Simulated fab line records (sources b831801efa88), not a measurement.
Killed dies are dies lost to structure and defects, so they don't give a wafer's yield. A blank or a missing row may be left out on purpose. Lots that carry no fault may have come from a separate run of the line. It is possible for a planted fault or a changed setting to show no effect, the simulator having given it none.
Which tool was responsible? || flow sfq-line || 14 lots with 42 wafers sampled at 7 steps, on a route of 325 steps

## WHAT EACH GAUGE READ, for each wafer
SFQ_I3_BOW_MEAS_922.
{"lot": "L101", "measured": "day 39 11:43", "on": "film-metro-04", "I3_BOW (um)": "7 6 2 - - -"}
{"lot": "L102", "measured": "day 39 14:43", "on": "film-metro-02", "I3_BOW (um)": "4 8 10 - - -"}
{"lot": "L103", "measured": "day 39 23:35", "on": "film-metro-03", "I3_BOW (um)": "12 24 4"}
{"lot": "L104", "measured": "day 46 04:48", "on": "film-metro-02", "I3_BOW (um)": "-3 9 18"}
{"lot": "L113", "measured": "day 48 09:34", "on": "film-metro-02", "I3_BOW (um)": "-3 5 10"}
{"lot": "L114", "measured": "day 48 18:32", "on": "film-metro-03", "I3_BOW (um)": "8 -17 -7"}
{"lot": "L115", "measured": "day 48 21:33", "on": "film-metro-04", "I3_BOW (um)": "4 3 -4"}
{"lot": "L116", "measured": "day 49 03:02", "on": "film-metro-03", "I3_BOW (um)": "16 12 1"}
{"lot": "L117", "measured": "day 53 21:16", "on": "film-metro-02", "I3_BOW (um)": "2 10 9"}
{"lot": "L118", "measured": "day 54 13:32", "on": "film-metro-03", "I3_BOW (um)": "1 -6 -5"}
{"lot": "L119", "measured": "day 54 19:07", "on": "film-metro-03", "I3_BOW (um)": "3 -4 3"}
{"lot": "L120", "measured": "day 55 01:31", "on": "film-metro-03", "I3_BOW (um)": "6 15 19"}
{"lot": "L121", "measured": "day 55 04:07", "on": "film-metro-04", "I3_BOW (um)": "6 -12 1"}
{"lot": "L122", "measured": "day 55 07:30", "on": "film-metro-02", "I3_BOW (um)": "5 17 3"}

SFQ_I4_OVL_MEAS_928.
{"lot": "L101", "measured": "day 53 16:35", "on": "overlay-01", "I4_OVL (nm)": "3 -2 -1"}
{"lot": "L102", "measured": "day 53 18:59", "on": "overlay-01", "I4_OVL (nm)": "0 2 1"}
{"lot": "L103", "measured": "day 53 22:34", "on": "overlay-01", "I4_OVL (nm)": "10 4 2"}
{"lot": "L104", "measured": "day 55 12:56", "on": "overlay-01", "I4_OVL (nm)": "11 5 4"}
{"lot": "L113", "measured": "day 56 10:43", "on": "overlay-02", "I4_OVL (nm)": "5 4 3"}
{"lot": "L114", "measured": "day 56 18:02", "on": "overlay-01", "I4_OVL (nm)": "-1 -9 -3"}
{"lot": "L115", "measured": "day 57 00:02", "on": "overlay-01", "I4_OVL (nm)": "0 0 1"}
{"lot": "L116", "measured": "day 61 11:47", "on": "overlay-01", "I4_OVL (nm)": "4 -3 3"}
{"lot": "L117", "measured": "day 63 07:00", "on": "overlay-02", "I4_OVL (nm)": "-4 -4 -5"}
{"lot": "L118", "measured": "day 64 09:32", "on": "overlay-02", "I4_OVL (nm)": "-2 8 0"}
{"lot": "L119", "measured": "day 64 21:31", "on": "overlay-02", "I4_OVL (nm)": "-4 0 -7"}
{"lot": "L120", "measured": "day 65 11:55", "on": "overlay-01", "I4_OVL (nm)": "-1 -5 7"}
{"lot": "L121", "measured": "day 65 15:31", "on": "overlay-02", "I4_OVL (nm)": "7 1 1"}
{"lot": "L122", "measured": "day 69 20:26", "on": "overlay-01", "I4_OVL (nm)": "-12 -9 -12"}

SFQ_M7_OVL_MEAS_945.
{"lot": "L101", "measured": "day 77 01:58", "on": "overlay-02", "M7_OVL (nm)": "0 -1 0"}
{"lot": "L102", "measured": "day 77 03:10", "on": "overlay-02", "M7_OVL (nm)": "2 1 -2"}
{"lot": "L103", "measured": "day 77 05:34", "on": "overlay-02", "M7_OVL (nm)": "1 8 4"}
{"lot": "L104", "measured": "day 77 11:46", "on": "overlay-01", "M7_OVL (nm)": "6 1 4"}
{"lot": "L113", "measured": "day 84 23:25", "on": "overlay-02", "M7_OVL (nm)": "-2 0 5"}
{"lot": "L114", "measured": "day 85 03:01", "on": "overlay-02", "M7_OVL (nm)": "-2 -1 -10"}
{"lot": "L115", "measured": "day 85 09:01", "on": "overlay-01", "M7_OVL (nm)": "-7 -3 -3"}
{"lot": "L116", "measured": "day 85 15:01", "on": "overlay-01", "M7_OVL (nm)": "3 3 -4"}
{"lot": "L117", "measured": "day 86 11:25", "on": "overlay-02", "M7_OVL (nm)": "-2 -7 -7"}
{"lot": "L118", "measured": "day 86 16:13", "on": "overlay-01", "M7_OVL (nm)": "-2 -5 -1"}
{"lot": "L119", "measured": "day 87 00:37", "on": "overlay-01", "M7_OVL (nm)": "-8 -6 -10"}
{"lot": "L120", "measured": "day 87 09:01", "on": "overlay-01", "M7_OVL (nm)": "3 2 0"}
{"lot": "L121", "measured": "day 87 11:31", "on": "overlay-01", "M7_OVL (nm)": "1 6 9"}
{"lot": "L122", "measured": "day 88 12:43", "on": "overlay-02", "M7_OVL (nm)": "1 8 1"}

## WHICH TOOL RAN EACH LOT (tool, then ch and the chambers of the sampled wafers, then the start)
{"lot": "L101", "SFQ_TRILAYER_I1_VIA_BARC_OPEN_VIA_ETCH_071": "rie-diel-01 ch 0,2,3, day 26 10:08", "SFQ_TRILAYER_I3_CMP_CMP_082": "cmp-02 ch 1,2,3, day 39 09:40", "SFQ_TRILAYER_I3_METRO_MEASURE_083": "film-metro-04, day 39 23:58", "SFQ_TRILAYER_I3_VIA_ETCH_VIA_ETCH_088": "rie-diel-01 ch 2,3, day 45 17:19"}
{"lot": "L102", "SFQ_TRILAYER_I1_VIA_BARC_OPEN_VIA_ETCH_071": "rie-diel-02 ch 1,3, day 26 12:32", "SFQ_TRILAYER_I3_CMP_CMP_082": "cmp-02 ch 1,2,3, day 39 11:40", "SFQ_TRILAYER_I3_METRO_MEASURE_083": "film-metro-02, day 40 01:02", "SFQ_TRILAYER_I3_VIA_ETCH_VIA_ETCH_088": "rie-diel-04 ch 0,3, day 45 18:31"}
{"lot": "L103", "SFQ_TRILAYER_I1_VIA_BARC_OPEN_VIA_ETCH_071": "rie-diel-03 ch 0,1,3, day 26 17:20", "SFQ_TRILAYER_I3_CMP_CMP_082": "cmp-01 ch 0,2,3, day 39 21:05", "SFQ_TRILAYER_I3_METRO_MEASURE_083": "film-metro-03, day 39 23:42", "SFQ_TRILAYER_I3_VIA_ETCH_VIA_ETCH_088": "rie-diel-01 ch 0,2,3, day 46 04:13"}
{"lot": "L104", "SFQ_TRILAYER_I1_VIA_BARC_OPEN_VIA_ETCH_071": "rie-diel-01 ch 0,2, day 27 02:56", "SFQ_TRILAYER_I3_CMP_CMP_082": "cmp-02 ch 0,3, day 46 01:47", "SFQ_TRILAYER_I3_METRO_MEASURE_083": "film-metro-02, day 46 05:06", "SFQ_TRILAYER_I3_VIA_ETCH_VIA_ETCH_088": "rie-diel-04 ch 1,3, day 50 09:11"}
{"lot": "L113", "SFQ_TRILAYER_I1_VIA_BARC_OPEN_VIA_ETCH_071": "rie-diel-03 ch 2,3, day 36 00:53", "SFQ_TRILAYER_I3_CMP_CMP_082": "cmp-01 ch 0,3, day 48 06:32", "SFQ_TRILAYER_I3_METRO_MEASURE_083": "film-metro-02, day 48 10:03", "SFQ_TRILAYER_I3_VIA_ETCH_VIA_ETCH_088": "rie-diel-03 ch 1,2,3, day 51 12:47"}
{"lot": "L114", "SFQ_TRILAYER_I1_VIA_BARC_OPEN_VIA_ETCH_071": "rie-diel-03 ch 0,2, day 36 08:05", "SFQ_TRILAYER_I3_CMP_CMP_082": "cmp-01 ch 0,2,3, day 48 16:02", "SFQ_TRILAYER_I3_METRO_MEASURE_083": "film-metro-03, day 48 18:39", "SFQ_TRILAYER_I3_VIA_ETCH_VIA_ETCH_088": "rie-diel-01 ch 1,2,3, day 51 18:47"}
{"lot": "L115", "SFQ_TRILAYER_I1_VIA_BARC_OPEN_VIA_ETCH_071": "rie-diel-01 ch 0,3, day 36 15:17", "SFQ_TRILAYER_I3_CMP_CMP_082": "cmp-01 ch 2,3, day 48 18:32", "SFQ_TRILAYER_I3_METRO_MEASURE_083": "film-metro-04, day 48 21:51", "SFQ_TRILAYER_I3_VIA_ETCH_VIA_ETCH_088": "rie-diel-04 ch 0,1,3, day 51 21:11"}
{"lot": "L116", "SFQ_TRILAYER_I1_VIA_BARC_OPEN_VIA_ETCH_071": "rie-diel-02 ch 0,2,3, day 36 18:53", "SFQ_TRILAYER_I3_CMP_CMP_082": "cmp-02 ch 0,1,3, day 49 00:02", "SFQ_TRILAYER_I3_METRO_MEASURE_083": "film-metro-03, day 49 03:10", "SFQ_TRILAYER_I3_VIA_ETCH_VIA_ETCH_088": "rie-diel-04 ch 0,1,2, day 52 00:47"}
{"lot": "L117", "SFQ_TRILAYER_I1_VIA_BARC_OPEN_VIA_ETCH_071": "rie-diel-01 ch 0,1,3, day 37 21:25", "SFQ_TRILAYER_I3_CMP_CMP_082": "cmp-02 ch 0,1,3, day 53 19:15", "SFQ_TRILAYER_I3_METRO_MEASURE_083": "film-metro-02, day 53 21:34", "SFQ_TRILAYER_I3_VIA_ETCH_VIA_ETCH_088": "rie-diel-01 ch 0,1,3, day 57 04:54"}
{"lot": "L118", "SFQ_TRILAYER_I1_VIA_BARC_OPEN_VIA_ETCH_071": "rie-diel-01 ch 1,2, day 38 08:19", "SFQ_TRILAYER_I3_CMP_CMP_082": "cmp-01 ch 0,1,3, day 54 11:30", "SFQ_TRILAYER_I3_METRO_MEASURE_083": "film-metro-03, day 54 14:01", "SFQ_TRILAYER_I3_VIA_ETCH_VIA_ETCH_088": "rie-diel-03 ch 0,1,3, day 58 10:54"}
{"lot": "L119", "SFQ_TRILAYER_I1_VIA_BARC_OPEN_VIA_ETCH_071": "rie-diel-01 ch 0,1,2, day 38 14:19", "SFQ_TRILAYER_I3_CMP_CMP_082": "cmp-02 ch 0,1,2, day 54 16:07", "SFQ_TRILAYER_I3_METRO_MEASURE_083": "film-metro-03, day 54 19:14", "SFQ_TRILAYER_I3_VIA_ETCH_VIA_ETCH_088": "rie-diel-03 ch 0,2,3, day 58 20:30"}
{"lot": "L120", "SFQ_TRILAYER_I1_VIA_BARC_OPEN_VIA_ETCH_071": "rie-diel-02 ch 0,1,2, day 39 02:19", "SFQ_TRILAYER_I3_CMP_CMP_082": "cmp-01 ch 1,2,3, day 54 22:30", "SFQ_TRILAYER_I3_METRO_MEASURE_083": "film-metro-03, day 55 01:49", "SFQ_TRILAYER_I3_VIA_ETCH_VIA_ETCH_088": "rie-diel-03 ch 1,3, day 59 07:18"}
{"lot": "L121", "SFQ_TRILAYER_I1_VIA_BARC_OPEN_VIA_ETCH_071": "rie-diel-02 ch 0,1,3, day 39 16:43", "SFQ_TRILAYER_I3_CMP_CMP_082": "cmp-02 ch 0,2,3, day 55 01:07", "SFQ_TRILAYER_I3_METRO_MEASURE_083": "film-metro-04, day 55 04:14", "SFQ_TRILAYER_I3_VIA_ETCH_VIA_ETCH_088": "rie-diel-01 ch 1,2,3, day 59 09:42"}
{"lot": "L122", "SFQ_TRILAYER_I1_VIA_BARC_OPEN_VIA_ETCH_071": "rie-diel-03 ch 0,3, day 40 01:32", "SFQ_TRILAYER_I3_CMP_CMP_082": "cmp-01 ch 0,1,3, day 55 05:30", "SFQ_TRILAYER_I3_METRO_MEASURE_083": "film-metro-02, day 55 07:37", "SFQ_TRILAYER_I3_VIA_ETCH_VIA_ETCH_088": "rie-diel-04 ch 0,2,3, day 59 15:42"}
- SFQ_TRILAYER_I1_VIA_BARC_OPEN_VIA_ETCH_071: etches BARC in O2, target depth 125 nm, time 41.7 s.
- SFQ_TRILAYER_I3_CMP_CMP_082: polishes SiO2.
- SFQ_TRILAYER_I3_METRO_MEASURE_083
- SFQ_TRILAYER_I3_VIA_ETCH_VIA_ETCH_088: etches SiO2 in CHF3, stops on Nb, target depth 260 nm.

## WHAT THE TOOLS THEMSELVES READ (means of the sampled wafers that have a number; where no wafer has one, the mark that the record gives instead)
SFQ_TRILAYER_I1_VIA_BARC_OPEN_VIA_ETCH_071.
{"lot": "L101", "tool": "rie-diel-01", "drypump-motor-current-A (A)": 6.3, "oes-product-au (a.u.)": 0.690}
{"lot": "L102", "tool": "rie-diel-02", "drypump-motor-current-A (A)": 5.4, "oes-product-au (a.u.)": 0.682}
{"lot": "L103", "tool": "rie-diel-03", "drypump-motor-current-A (A)": 6.3, "oes-product-au (a.u.)": 0.685}
{"lot": "L104", "tool": "rie-diel-01", "drypump-motor-current-A (A)": 6.3, "oes-product-au (a.u.)": 0.684}
{"lot": "L113", "tool": "rie-diel-03", "drypump-motor-current-A (A)": 5.7, "oes-product-au (a.u.)": 0.685}
{"lot": "L114", "tool": "rie-diel-03", "drypump-motor-current-A (A)": 6.0, "oes-product-au (a.u.)": 0.686}
{"lot": "L115", "tool": "rie-diel-01", "drypump-motor-current-A (A)": 5.8, "oes-product-au (a.u.)": 0.691}
{"lot": "L116", "tool": "rie-diel-02", "drypump-motor-current-A (A)": 5.7, "oes-product-au (a.u.)": 0.685}
{"lot": "L117", "tool": "rie-diel-01", "drypump-motor-current-A (A)": 5.6, "oes-product-au (a.u.)": 0.680}
{"lot": "L118", "tool": "rie-diel-01", "drypump-motor-current-A (A)": 6.1, "oes-product-au (a.u.)": 0.682}
{"lot": "L119", "tool": "rie-diel-01", "drypump-motor-current-A (A)": 5.6, "oes-product-au (a.u.)": 0.688}
{"lot": "L120", "tool": "rie-diel-02", "drypump-motor-current-A (A)": 5.5, "oes-product-au (a.u.)": 0.684}
{"lot": "L121", "tool": "rie-diel-02", "drypump-motor-current-A (A)": 5.6, "oes-product-au (a.u.)": 0.690}
{"lot": "L122", "tool": "rie-diel-03", "drypump-motor-current-A (A)": 6.0, "oes-product-au (a.u.)": 0.687}

SFQ_TRILAYER_I3_CMP_CMP_082.
{"lot": "L101", "tool": "cmp-02", "head-pressure-psi (psi)": 2.995, "motor-current-A (A)": 10.0, "slurry-flow-ml-min": 150.0, "time-to-endpoint-s (s)": 237}
{"lot": "L102", "tool": "cmp-02", "head-pressure-psi (psi)": 3.003, "motor-current-A (A)": 9.7, "slurry-flow-ml-min": 149.5, "time-to-endpoint-s (s)": 237}
{"lot": "L103", "tool": "cmp-01", "head-pressure-psi (psi)": 2.997, "motor-current-A (A)": 10.6, "slurry-flow-ml-min": 150.3, "time-to-endpoint-s (s)": 207}
{"lot": "L104", "tool": "cmp-02", "head-pressure-psi (psi)": 3.007, "motor-current-A (A)": 9.3, "slurry-flow-ml-min": 150.2, "time-to-endpoint-s (s)": 212}
{"lot": "L113", "tool": "cmp-01", "head-pressure-psi (psi)": 2.997, "motor-current-A (A)": 11.6, "slurry-flow-ml-min": 150.3, "time-to-endpoint-s (s)": 225}
{"lot": "L114", "tool": "cmp-01", "head-pressure-psi (psi)": 3.003, "motor-current-A (A)": 10.7, "slurry-flow-ml-min": 149.4, "time-to-endpoint-s (s)": 224}
{"lot": "L115", "tool": "cmp-01", "head-pressure-psi (psi)": 2.998, "motor-current-A (A)": 10.3, "slurry-flow-ml-min": 149.7, "time-to-endpoint-s (s)": 223}
{"lot": "L116", "tool": "cmp-02", "head-pressure-psi (psi)": 2.998, "motor-current-A (A)": 9.7, "slurry-flow-ml-min": 149.5, "time-to-endpoint-s (s)": 210}
{"lot": "L117", "tool": "cmp-02", "head-pressure-psi (psi)": 2.998, "motor-current-A (A)": 9.6, "slurry-flow-ml-min": 149.9, "time-to-endpoint-s (s)": 221}
{"lot": "L118", "tool": "cmp-01", "head-pressure-psi (psi)": 3.003, "motor-current-A (A)": 10.7, "slurry-flow-ml-min": 149.9, "time-to-endpoint-s (s)": 221}
{"lot": "L119", "tool": "cmp-02", "head-pressure-psi (psi)": 2.997, "motor-current-A (A)": 10.3, "slurry-flow-ml-min": 149.8, "time-to-endpoint-s (s)": 227}
{"lot": "L120", "tool": "cmp-01", "head-pressure-psi (psi)": 2.988, "motor-current-A (A)": 10.2, "slurry-flow-ml-min": 150.0, "time-to-endpoint-s (s)": 225}
{"lot": "L121", "tool": "cmp-02", "head-pressure-psi (psi)": 3.002, "motor-current-A (A)": 9.4, "slurry-flow-ml-min": 150.3, "time-to-endpoint-s (s)": 221}
{"lot": "L122", "tool": "cmp-01", "head-pressure-psi (psi)": 2.999, "motor-current-A (A)": 10.7, "slurry-flow-ml-min": 150.0, "time-to-endpoint-s (s)": 214}

SFQ_TRILAYER_I3_METRO_MEASURE_083.
{"lot": "L101", "tool": "film-metro-04", "thk-nm (nm)": 233.3}
{"lot": "L102", "tool": "film-metro-02", "thk-nm (nm)": 235.4}
{"lot": "L103", "tool": "film-metro-03", "thk-nm (nm)": 199.6}
{"lot": "L104", "tool": "film-metro-02", "thk-nm (nm)": 200.7}
{"lot": "L113", "tool": "film-metro-02", "thk-nm (nm)": 200.2}
{"lot": "L114", "tool": "film-metro-03", "thk-nm (nm)": 201.6}
{"lot": "L115", "tool": "film-metro-04", "thk-nm (nm)": 201.2}
{"lot": "L116", "tool": "film-metro-03", "thk-nm (nm)": 201.4}
{"lot": "L117", "tool": "film-metro-02", "thk-nm (nm)": 202.1}
{"lot": "L118", "tool": "film-metro-03", "thk-nm (nm)": 199.3}
{"lot": "L119", "tool": "film-metro-03", "thk-nm (nm)": 201.3}
{"lot": "L120", "tool": "film-metro-03", "thk-nm (nm)": 200.1}
{"lot": "L121", "tool": "film-metro-04", "thk-nm (nm)": 200.0}
{"lot": "L122", "tool": "film-metro-02", "thk-nm (nm)": 199.9}

SFQ_TRILAYER_I3_VIA_ETCH_VIA_ETCH_088.
{"lot": "L101", "tool": "rie-diel-01", "drypump-motor-current-A (A)": 6.7, "oes-product-au (a.u.)": 0.902}
{"lot": "L102", "tool": "rie-diel-04", "drypump-motor-current-A (A)": 5.8, "oes-product-au (a.u.)": 0.900}
{"lot": "L103", "tool": "rie-diel-01", "drypump-motor-current-A (A)": 6.3, "oes-product-au (a.u.)": 0.852}
{"lot": "L104", "tool": "rie-diel-04", "drypump-motor-current-A (A)": 5.8, "oes-product-au (a.u.)": 0.854}
{"lot": "L113", "tool": "rie-diel-03", "drypump-motor-current-A (A)": 5.9, "oes-product-au (a.u.)": 0.858}
{"lot": "L114", "tool": "rie-diel-01", "drypump-motor-current-A (A)": 6.1, "oes-product-au (a.u.)": 0.857}
{"lot": "L115", "tool": "rie-diel-04", "drypump-motor-current-A (A)": 5.7, "oes-product-au (a.u.)": 0.858}
{"lot": "L116", "tool": "rie-diel-04", "drypump-motor-current-A (A)": 5.4, "oes-product-au (a.u.)": 0.855}
{"lot": "L117", "tool": "rie-diel-01", "drypump-motor-current-A (A)": 5.6, "oes-product-au (a.u.)": 0.858}
{"lot": "L118", "tool": "rie-diel-03", "drypump-motor-current-A (A)": 6.2, "oes-product-au (a.u.)": 0.853}
{"lot": "L119", "tool": "rie-diel-03", "drypump-motor-current-A (A)": 5.8, "oes-product-au (a.u.)": 0.862}
{"lot": "L120", "tool": "rie-diel-03", "drypump-motor-current-A (A)": 6.4, "oes-product-au (a.u.)": 0.853}
{"lot": "L121", "tool": "rie-diel-01", "drypump-motor-current-A (A)": 6.1, "oes-product-au (a.u.)": 0.852}
{"lot": "L122", "tool": "rie-diel-04", "drypump-motor-current-A (A)": 5.8, "oes-product-au (a.u.)": 0.854}

## THE ANSWER, worked out from the rows above alone
Rule: the lots themselves supply what counts as usual. Put in order of their means at a reading, lots are off if they are a third of the lots or fewer, leave a main group of 4 or more, and stand apart from it by a gap of 3 or more times the standard deviation of the main group's means; of several such gaps the widest counts. If all means in a main group match to the digits the tables above print for the reading, that group is not used. A lot without any number at a reading at which 4 lots or more have one is off too. Where the step has rows for the other lots, those lots are counted as sound. Order of review: gauges by route order, followed by the tools' own readings, for which a lot's mean as printed above is used. The first step at which some lot is off is used, and at that step the reading that is off furthest; a lot without a number counts as furthest.
Off at SFQ_TRILAYER_I3_METRO_MEASURE_083 (thk-nm): L101, L102. The main group has a mean of 200.6 nm with a standard deviation of 0.85.
A tool fits if, at that step or a process step before it, it ran every lot that is off, and no sound lot after the first of them. No candidate that was tried fits.

## WHAT THE SIMULATOR HAD INSERTED
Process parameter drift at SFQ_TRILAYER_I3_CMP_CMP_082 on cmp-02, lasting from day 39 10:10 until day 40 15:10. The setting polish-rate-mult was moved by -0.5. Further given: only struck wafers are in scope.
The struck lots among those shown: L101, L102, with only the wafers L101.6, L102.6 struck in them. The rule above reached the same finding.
